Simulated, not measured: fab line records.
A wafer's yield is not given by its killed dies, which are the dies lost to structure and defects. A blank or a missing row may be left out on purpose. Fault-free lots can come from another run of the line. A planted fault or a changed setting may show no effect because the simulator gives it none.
fab line records + flow sky130
record
- lots=7
- wafers=21
- last-day=50
route steps=708 shown METAL3@534 CAPM@537
lots that met no fault: from a run of the same line without faults
start-h: start of the lot's first displayed wafer, in hours after the record's first day + wait-h: time in hours since the lot's previous step + " same as the row above + L1.1+2: a row that stands for several wafers + - value missing, or start not given + * or withheld: withheld + < > ~ a bound
route shown NAME@n: names a module that has steps shown in the file, with the first one's number in the route + usual: average and standard deviation across the fault-free wafers + same: alike in all rows + chamber/n: place in a boat + sites: readings site by site + _std_site: standard deviation across them + _edge_site: the outer-site mean with the inner-site mean subtracted + radius-mm: how far each site lies from the wafer's centre + mask NAME#n: copy n + behind: tool/chamber where the wafer was last shaped + hold: why the lot went on hold/how many hours it stayed there/how the hold came to an end + device: whichever transistor did not switch (one of n, p or np) + end of line: tests of these same wafers at the route's end + a step given without rows: its recipe and nothing more + killed: dies lost to structure and defects at the first sort, not the wafer's yield + map: the dies of a wafer, with x for killed, . for not killed, _ for no die there
set.NAME: the setting the step ran with; set.NAME@STEP: the setting that earlier step ran with + model.NAME: the simulator's own value behind a step, which no gauge read
a table for each step, a row for each wafer; lots at some steps of the route
services: when a tool's chamber went out of use (start-h, in hours from the record's first day, below 0 if earlier), for how many hours, and the reason
## steps
# step SKY_METAL3_SPUTTER_02
# recipe
- material=AlCu
- target-thk-nm=735
- power-w=10600
- time-s=39.1
- chamber-pressure-pa=0.4
# usual
- cathode-dc-power-W=10600/1.9
- throttle-valve-pct=30.3/0.96
| lot.wafer | tool           | chamber | start-h | wait-h | cathode-dc-power-W | throttle-valve-pct |
|-----------|----------------|---------|---------|--------|--------------------|--------------------|
| L772.1    | pvd-sputter-04 | -       | 896.50  | 0.0    | 10600              | 31.0               |
| L772.5    | "              | -       | "       | "      | 10601              | 29.2               |
| L772.6    | "              | -       | "       | "      | 10600              | 30.8               |
| L778.1    | pvd-sputter-02 | -       | 981.75  | 0.0    | 10599              | 32.2               |
| L778.4    | "              | -       | "       | "      | 10605              | 31.7               |
| L778.6    | "              | -       | "       | "      | 10600              | 30.2               |
| L781.1    | pvd-sputter-02 | -       | 982.57  | 0.0    | 10600              | 29.4               |
| L781.2    | "              | -       | "       | "      | 10597              | 31.7               |
| L781.3    | "              | -       | "       | "      | 10600              | 32.0               |
| L783.1    | pvd-sputter-03 | -       | 983.64  | 0.0    | 10604              | 29.2               |
| L783.2    | "              | -       | "       | "      | 10602              | 29.3               |
| L783.3    | "              | -       | "       | "      | 10600              | 29.7               |
| L780.1    | pvd-sputter-04 | -       | 984.25  | 0.0    | 10599              | 31.1               |
| L780.3    | "              | -       | "       | "      | 10600              | 30.0               |
| L780.6    | "              | -       | "       | "      | 10597              | 30.2               |
| L787.2    | pvd-sputter-02 | -       | 1022.00 | 0.0    | 10598              | 31.9               |
| L787.3    | "              | -       | "       | "      | 10601              | 30.1               |
| L787.6    | "              | -       | "       | "      | 10602              | 32.1               |
| L788.3    | pvd-sputter-03 | -       | 1025.25 | 0.0    | 10602              | 29.1               |
| L788.4    | "              | -       | "       | "      | 10601              | 29.5               |
| L788.6    | "              | -       | "       | "      | 10603              | 29.3               |
# step SKY_METAL3_SPUTTER_03
# recipe
- material=Ti
- target-thk-nm=5
- power-w=3000
- time-s=3.3
- chamber-pressure-pa=0.4
# usual
- cathode-dc-power-W=3000.0/0.52
- throttle-valve-pct=30.3/0.96
| lot.wafer | tool           | chamber | start-h | wait-h | cathode-dc-power-W | throttle-valve-pct |
|-----------|----------------|---------|---------|--------|--------------------|--------------------|
| L772.1    | pvd-sputter-04 | -       | 896.54  | 0.0    | 2999.8             | 31.2               |
| L772.5    | "              | -       | "       | "      | 2999.1             | 28.9               |
| L772.6    | "              | -       | "       | "      | 2999.8             | 31.1               |
| L778.1    | pvd-sputter-02 | -       | 981.79  | 0.0    | 3000.2             | 32.0               |
| L778.4    | "              | -       | "       | "      | 3000.0             | 31.7               |
| L778.6    | "              | -       | "       | "      | 2999.7             | 30.1               |
| L781.1    | pvd-sputter-02 | -       | 982.61  | 0.0    | 2999.6             | 29.4               |
| L781.2    | "              | -       | "       | "      | 2999.7             | 31.4               |
| L781.3    | "              | -       | "       | "      | 2999.6             | 31.8               |
| L783.1    | pvd-sputter-03 | -       | 983.68  | 0.0    | 2999.7             | 29.4               |
| L783.2    | "              | -       | "       | "      | 2999.9             | 28.9               |
| L783.3    | "              | -       | "       | "      | 3000.3             | 29.7               |
| L780.1    | pvd-sputter-04 | -       | 984.28  | 0.0    | 3000.1             | 30.9               |
| L780.3    | "              | -       | "       | "      | 2999.6             | 30.1               |
| L780.6    | "              | -       | "       | "      | 2999.9             | 29.6               |
| L787.2    | pvd-sputter-02 | -       | 1022.04 | 0.0    | 2999.9             | 31.8               |
| L787.3    | "              | -       | "       | "      | 3000.1             | 30.1               |
| L787.6    | "              | -       | "       | "      | 2999.7             | 31.9               |
| L788.3    | pvd-sputter-03 | -       | 1025.29 | 0.0    | 2999.8             | 29.4               |
| L788.4    | "              | -       | "       | "      | 3000.3             | 29.8               |
| L788.6    | "              | -       | "       | "      | 2999.9             | 29.4               |
# step SKY_METAL3_SPUTTER_04
# recipe
- material=TiN
- target-thk-nm=70
- power-w=6500
- time-s=58.3
- chamber-pressure-pa=0.4
# usual
- cathode-dc-power-W=6499.9/1.2
- throttle-valve-pct=30.3/0.98
| lot.wafer | tool           | chamber | start-h | wait-h | cathode-dc-power-W | throttle-valve-pct |
|-----------|----------------|---------|---------|--------|--------------------|--------------------|
| L772.1    | pvd-sputter-04 | -       | 896.56  | 0.0    | 6500.5             | 31.3               |
| L772.5    | "              | -       | "       | "      | 6501.5             | 28.9               |
| L772.6    | "              | -       | "       | "      | 6499.2             | 31.0               |
| L778.1    | pvd-sputter-02 | -       | 981.81  | 0.0    | 6500.5             | 32.1               |
| L778.4    | "              | -       | "       | "      | 6499.2             | 31.8               |
| L778.6    | "              | -       | "       | "      | 6498.6             | 30.1               |
| L781.1    | pvd-sputter-02 | -       | 982.62  | 0.0    | 6500.9             | 29.5               |
| L781.2    | "              | -       | "       | "      | 6502.5             | 31.4               |
| L781.3    | "              | -       | "       | "      | 6500.2             | 31.9               |
| L783.1    | pvd-sputter-03 | -       | 983.70  | 0.0    | 6499.8             | 29.4               |
| L783.2    | "              | -       | "       | "      | 6500.4             | 29.3               |
| L783.3    | "              | -       | "       | "      | 6499.4             | 29.7               |
| L780.1    | pvd-sputter-04 | -       | 984.30  | 0.0    | 6501.7             | 31.1               |
| L780.3    | "              | -       | "       | "      | 6500.9             | 30.1               |
| L780.6    | "              | -       | "       | "      | 6499.8             | 30.0               |
| L787.2    | pvd-sputter-02 | -       | 1022.06 | 0.0    | 6499.4             | 32.3               |
| L787.3    | "              | -       | "       | "      | 6500.1             | 30.5               |
| L787.6    | "              | -       | "       | "      | 6500.2             | 32.0               |
| L788.3    | pvd-sputter-03 | -       | 1025.31 | 0.0    | 6500.7             | 28.8               |
| L788.4    | "              | -       | "       | "      | 6498.6             | 29.6               |
| L788.6    | "              | -       | "       | "      | 6501.8             | 29.1               |
# step SKY_CAPM_CVD_00
# recipe
- material=SiO2
- target-thk-nm=15.5
- temp-c=400
- time-s=withheld
- rf-w=450
# usual
- heater-power-w=693/72
| lot.wafer | tool     | chamber | start-h | wait-h | heater-power-w |
|-----------|----------|---------|---------|--------|----------------|
| L772.1    | pecvd-03 | 2       | 896.61  | 0.0    | 603            |
| L772.5    | "        | 0       | "       | "      | 602            |
| L772.6    | "        | 1       | "       | "      | 651            |
| L778.1    | pecvd-02 | 2       | 981.86  | 0.0    | 553            |
| L778.4    | "        | 0       | "       | "      | 706            |
| L778.6    | "        | 2       | "       | "      | 562            |
| L781.1    | pecvd-03 | 1       | 982.67  | 0.0    | 671            |
| L781.2    | "        | 0       | "       | "      | 584            |
| L781.3    | "        | 2       | "       | "      | 743            |
| L783.1    | pecvd-04 | 2       | 983.75  | 0.0    | 726            |
| L783.2    | "        | 1       | "       | "      | 800            |
| L783.3    | "        | 0       | "       | "      | 797            |
| L780.1    | pecvd-03 | 2       | 984.35  | 0.0    | 766            |
| L780.3    | "        | 1       | "       | "      | 742            |
| L780.6    | "        | 2       | "       | "      | 760            |
| L787.2    | pecvd-03 | 0       | 1022.11 | 0.0    | 620            |
| L787.3    | "        | 2       | "       | "      | 769            |
| L787.6    | "        | 2       | "       | "      | 781            |
| L788.3    | pecvd-03 | 1       | 1025.36 | 0.0    | 689            |
| L788.4    | "        | 1       | "       | "      | 704            |
| L788.6    | "        | 2       | "       | "      | 749            |
# step SKY_CAPM_THK_MEAS_01
# recipe
- reads=SiO2_of_CAPM_CVD_00
# usual
- CAPM_CVD_00_THK=15.53/0.22
| lot.wafer | tool          | chamber | start-h | wait-h | CAPM_CVD_00_THK[nm] |
|-----------|---------------|---------|---------|--------|---------------------|
| L772.1    | film-metro-03 | -       | 896.63  | -      | 15.20               |
| L772.5    | "             | -       | "       | "      | 15.68               |
| L772.6    | "             | -       | "       | "      | 15.67               |
| L778.1    | film-metro-03 | -       | 981.88  | -      | 15.33               |
| L778.4    | "             | -       | "       | "      | 15.71               |
| L778.6    | "             | -       | "       | "      | 15.77               |
| L781.1    | film-metro-03 | -       | 982.70  | -      | 15.22               |
| L781.2    | "             | -       | "       | "      | 15.23               |
| L781.3    | "             | -       | "       | "      | 15.18               |
| L783.1    | film-metro-03 | -       | 983.77  | -      | 15.80               |
| L783.2    | "             | -       | "       | "      | 15.74               |
| L783.3    | "             | -       | "       | "      | 15.62               |
| L780.1    | film-metro-04 | -       | 984.37  | -      | 15.47               |
| L780.3    | "             | -       | "       | "      | 15.68               |
| L780.6    | "             | -       | "       | "      | 15.91               |
| L787.2    | film-metro-04 | -       | 1022.14 | -      | 14.87               |
| L787.3    | "             | -       | "       | "      | 15.01               |
| L787.6    | "             | -       | "       | "      | 15.19               |
| L788.3    | film-metro-03 | -       | 1025.40 | -      | 15.18               |
| L788.4    | "             | -       | "       | "      | 15.47               |
| L788.6    | "             | -       | "       | "      | 15.39               |
# step SKY_CAPM_SPUTTER_02
# recipe
- material=TiN
- target-thk-nm=200
- temp-c=300
- power-w=6500
- time-s=166.7
- chamber-pressure-pa=0.4
# usual
- cathode-dc-power-W=6500.0/1.2
- throttle-valve-pct=30.6/1
| lot.wafer | tool           | chamber | start-h | wait-h | cathode-dc-power-W | throttle-valve-pct |
|-----------|----------------|---------|---------|--------|--------------------|--------------------|
| L772.1    | pvd-sputter-03 | -       | 896.69  | 0.1    | 6499.4             | 30.8               |
| L772.5    | "              | -       | "       | "      | 6501.3             | 29.0               |
| L772.6    | "              | -       | "       | "      | 6498.3             | 29.3               |
| L778.1    | pvd-sputter-04 | -       | 981.94  | 0.1    | 6502.3             | 30.5               |
| L778.4    | "              | -       | "       | "      | 6499.1             | 30.0               |
| L778.6    | "              | -       | "       | "      | 6499.6             | 31.2               |
| L781.1    | pvd-sputter-04 | -       | 982.76  | 0.1    | 6499.8             | 29.1               |
| L781.2    | "              | -       | "       | "      | 6501.1             | 31.1               |
| L781.3    | "              | -       | "       | "      | 6501.7             | 30.1               |
| L783.1    | pvd-sputter-01 | -       | 983.83  | 0.1    | 6500.4             | 30.4               |
| L783.2    | "              | -       | "       | "      | 6500.4             | 31.3               |
| L783.3    | "              | -       | "       | "      | 6500.4             | 32.7               |
| L780.1    | pvd-sputter-03 | -       | 984.43  | 0.1    | 6501.3             | 31.3               |
| L780.3    | "              | -       | "       | "      | 6501.1             | 29.5               |
| L780.6    | "              | -       | "       | "      | 6500.8             | 30.8               |
| L787.2    | pvd-sputter-03 | -       | 1022.19 | 0.0    | 6500.9             | 29.3               |
| L787.3    | "              | -       | "       | "      | 6499.4             | 29.6               |
| L787.6    | "              | -       | "       | "      | 6500.4             | 29.1               |
| L788.3    | pvd-sputter-04 | -       | 1025.44 | 0.0    | 6499.9             | 31.2               |
| L788.4    | "              | -       | "       | "      | 6500.7             | 29.3               |
| L788.6    | "              | -       | "       | "      | 6500.5             | 31.3               |
# step SKY_CAPM_RS_MEAS_03
# recipe
- thk-meas-gauge=four-point-probe
- reads=TiN_of_CAPM_SPUTTER_02
# usual
- CAPM_TIN_RS=6.90/0.063
| lot.wafer | tool          | chamber | start-h | wait-h | CAPM_TIN_RS[ohm/sq] |
|-----------|---------------|---------|---------|--------|---------------------|
| L772.1    | film-metro-01 | -       | 896.80  | 0.1    | 7.00                |
| L772.5    | "             | -       | "       | "      | 7.00                |
| L772.6    | "             | -       | "       | "      | 7.02                |
| L778.1    | film-metro-03 | -       | 982.05  | 0.1    | 6.97                |
| L778.4    | "             | -       | "       | "      | 6.98                |
| L778.6    | "             | -       | "       | "      | 7.01                |
| L781.1    | film-metro-03 | -       | 982.86  | 0.1    | 6.80                |
| L781.2    | "             | -       | "       | "      | 6.81                |
| L781.3    | "             | -       | "       | "      | 6.85                |
| L783.1    | film-metro-04 | -       | 983.94  | 0.1    | 6.90                |
| L783.2    | "             | -       | "       | "      | 6.81                |
| L783.3    | "             | -       | "       | "      | 6.86                |
| L780.1    | film-metro-03 | -       | 984.54  | 0.1    | 6.96                |
| L780.3    | "             | -       | "       | "      | 6.88                |
| L780.6    | "             | -       | "       | "      | 6.96                |
| L787.2    | film-metro-01 | -       | 1022.32 | 0.1    | 6.92                |
| L787.3    | "             | -       | "       | "      | 6.93                |
| L787.6    | "             | -       | "       | "      | 6.90                |
| L788.3    | film-metro-04 | -       | 1025.59 | 0.1    | 6.85                |
| L788.4    | "             | -       | "       | "      | 6.88                |
| L788.6    | "             | -       | "       | "      | 6.87                |
# step SKY_CAPM_THK_MEAS_04
# recipe
- thk-meas-gauge=xrf
- reads=TiN_of_CAPM_SPUTTER_02
# usual
- CAPM_TIN_THK=198.4/1.9
| lot.wafer | tool          | chamber | start-h | wait-h | CAPM_TIN_THK[nm] |
|-----------|---------------|---------|---------|--------|------------------|
| L772.1    | film-metro-01 | -       | 896.92  | 0.1    | 196.6            |
| L772.5    | "             | -       | "       | "      | 195.7            |
| L772.6    | "             | -       | "       | "      | 196.1            |
| L778.1    | film-metro-03 | -       | 982.17  | 0.1    | 195.8            |
| L778.4    | "             | -       | "       | "      | 195.7            |
| L778.6    | "             | -       | "       | "      | 194.3            |
| L781.1    | film-metro-03 | -       | 982.98  | 0.1    | 200.7            |
| L781.2    | "             | -       | "       | "      | 200.3            |
| L781.3    | "             | -       | "       | "      | 199.7            |
| L783.1    | film-metro-04 | -       | 984.06  | 0.1    | 198.6            |
| L783.2    | "             | -       | "       | "      | 201.3            |
| L783.3    | "             | -       | "       | "      | 200.5            |
| L780.1    | film-metro-03 | -       | 984.66  | 0.1    | 195.0            |
| L780.3    | "             | -       | "       | "      | 198.5            |
| L780.6    | "             | -       | "       | "      | 196.2            |
| L787.2    | film-metro-01 | -       | 1022.43 | 0.1    | 197.3            |
| L787.3    | "             | -       | "       | "      | 197.9            |
| L787.6    | "             | -       | "       | "      | 198.2            |
| L788.3    | film-metro-04 | -       | 1025.69 | 0.1    | 200.4            |
| L788.4    | "             | -       | "       | "      | 199.2            |
| L788.6    | "             | -       | "       | "      | 199.8            |
# step SKY_CAPM_DEHYDRATE_05
# recipe
- temp-c=200
- time-s=60
# step SKY_CAPM_HMDS_06
# recipe
- prime-time-s=60
- prime-temp-c=120
# step SKY_CAPM_COAT_07
# recipe
- resist=NOVOLAK
- spin-rpm=3000
- resist-thk-nm=1140
# step SKY_CAPM_SOFTBAKE_08
# recipe
- temp-c=90
- time-s=60
- resist=NOVOLAK
# step SKY_CAPM_EXPOSE_09
# recipe
- mask-id=CAPM
- na=0.6
- source-shape=conventional
- sigma-outer=0.6
- polarization=unpolarized
- target-cd-nm=1000
- dose-mj=159
# usual
- exposure-dose-mJ-cm2=159.02/0.15
- focus-offset-nm=0.0/0.56
- na=0.6/0
| lot.wafer | tool             | chamber | start-h | wait-h | mask   | exposure-dose-mJ-cm2 | focus-offset-nm | na  |
|-----------|------------------|---------|---------|--------|--------|----------------------|-----------------|-----|
| L772.1    | iline-stepper-02 | 0       | 908.35  | -      | CAPM#0 | 159.15               | 0.1             | 0.6 |
| L772.5    | "                | 0       | "       | "      | CAPM#0 | 158.97               | 0.8             | 0.6 |
| L772.6    | "                | 0       | "       | "      | CAPM#0 | 159.35               | 0.0             | 0.6 |
| L778.1    | iline-stepper-01 | -       | 993.41  | -      | CAPM#0 | -                    | -               | -   |
| L778.4    | "                | -       | "       | "      | CAPM#0 | -                    | -               | -   |
| L778.6    | "                | -       | "       | "      | CAPM#0 | -                    | -               | -   |
| L781.1    | iline-stepper-01 | -       | 994.35  | -      | CAPM#0 | -                    | -               | -   |
| L781.2    | "                | -       | "       | "      | CAPM#0 | -                    | -               | -   |
| L781.3    | "                | -       | "       | "      | CAPM#0 | -                    | -               | -   |
| L783.1    | iline-stepper-01 | 0       | 995.85  | -      | CAPM#0 | 158.80               | -0.5            | 0.6 |
| L783.2    | "                | 0       | "       | "      | CAPM#0 | 158.91               | 0.9             | 0.6 |
| L783.3    | "                | 0       | "       | "      | CAPM#0 | 158.93               | 0.1             | 0.6 |
| L780.1    | iline-stepper-01 | -       | 996.75  | -      | CAPM#0 | -                    | -               | -   |
| L780.3    | "                | -       | "       | "      | CAPM#0 | -                    | -               | -   |
| L780.6    | "                | -       | "       | "      | CAPM#0 | -                    | -               | -   |
| L787.2    | iline-stepper-01 | 0       | 1033.08 | -      | CAPM#0 | 158.90               | -0.4            | 0.6 |
| L787.3    | "                | 0       | "       | "      | CAPM#0 | 158.69               | 0.1             | 0.6 |
| L787.6    | "                | 0       | "       | "      | CAPM#0 | 158.98               | 0.2             | 0.6 |
| L788.3    | iline-stepper-01 | 0       | 1035.89 | -      | CAPM#0 | 158.86               | -0.2            | 0.6 |
| L788.4    | "                | 0       | "       | "      | CAPM#0 | 158.84               | 0.0             | 0.6 |
| L788.6    | "                | 0       | "       | "      | CAPM#0 | 159.13               | -0.2            | 0.6 |
# step SKY_CAPM_PEB_10
# recipe
- temp-c=withheld
- time-s=*
- resist=NOVOLAK
## services
| tool             | chamber | start-h | hours | kind                          |
|------------------|---------|---------|-------|-------------------------------|
| pecvd-02         | 2       | 874.54  | 2.1   | scheduled-down                |
| iline-stepper-02 | -       | 919.11  | 1.7   | pm                            |
| pecvd-02         | 2       | 923.77  | 22.1  | repair                        |
| iline-stepper-02 | -       | 940.63  | 3.3   | repair                        |
| pvd-sputter-02   | -       | 961.41  | 1.0   | repair                        |
| pecvd-04         | 0       | 961.54  | 5.5   | scheduled-down                |
| pecvd-03         | 0       | 975.70  | -     | calibration                   |
| pvd-sputter-04   | -       | 1003.23 | 9.5   | repair                        |
| pecvd-03         | -       | 1006.39 | 1.1   | repair                        |
| pecvd-02         | 1       | 1008.70 | 5.0   | scheduled-down                |
| pecvd-02         | 1       | 1013.70 | -     | clean                         |
| pecvd-02         | 1       | 1013.70 | -     | consumable-replace:showerhead |
| pecvd-02         | 1       | 1013.70 | 29.0  | scheduled-down                |
| pecvd-02         | 1       | 1013.70 | 29.0  | vent-cycle                    |
| pecvd-04         | -       | 1024.64 | 1.6   | repair                        |
| pvd-sputter-04   | -       | 1027.26 | 2.3   | repair                        |
| pecvd-02         | 0       | 1032.46 | 16.5  | scheduled-down                |
| pecvd-04         | 1       | 1035.95 | 5.5   | scheduled-down                |
## key
first-sign
- step=SKY_CAPM_EXPOSE_09
- reading=tool-record
- direction=missing
effect none on later readings
met-at SKY_CAPM_EXPOSE_09
struck-wafers L778.1,L778.4,L778.6,L780.1,L780.3,L780.6,L781.1,L781.2,L781.3
later-rows-left-out L778.1,L778.4,L778.6,L780.1,L780.3,L780.6,L781.1,L781.2,L781.3
sort-left-out L778.1,L778.4,L778.6,L780.1,L780.3,L780.6,L781.1,L781.2,L781.3
fault
- kind=skipped-step-whole
- tool=iline-stepper-01
- chamber=-
- onset-h=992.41
- steps=SKY_CAPM_EXPOSE_09
- scope=struck-lots-only
# sort-left-out: the simulated sort isn't trusted on such a fault, so these wafers' sort isn't shown, and their yield isn't known
# later-rows-left-out: the simulator's readings of these wafers behind a module that went badly wrong aren't trusted and aren't shown, but for the sort
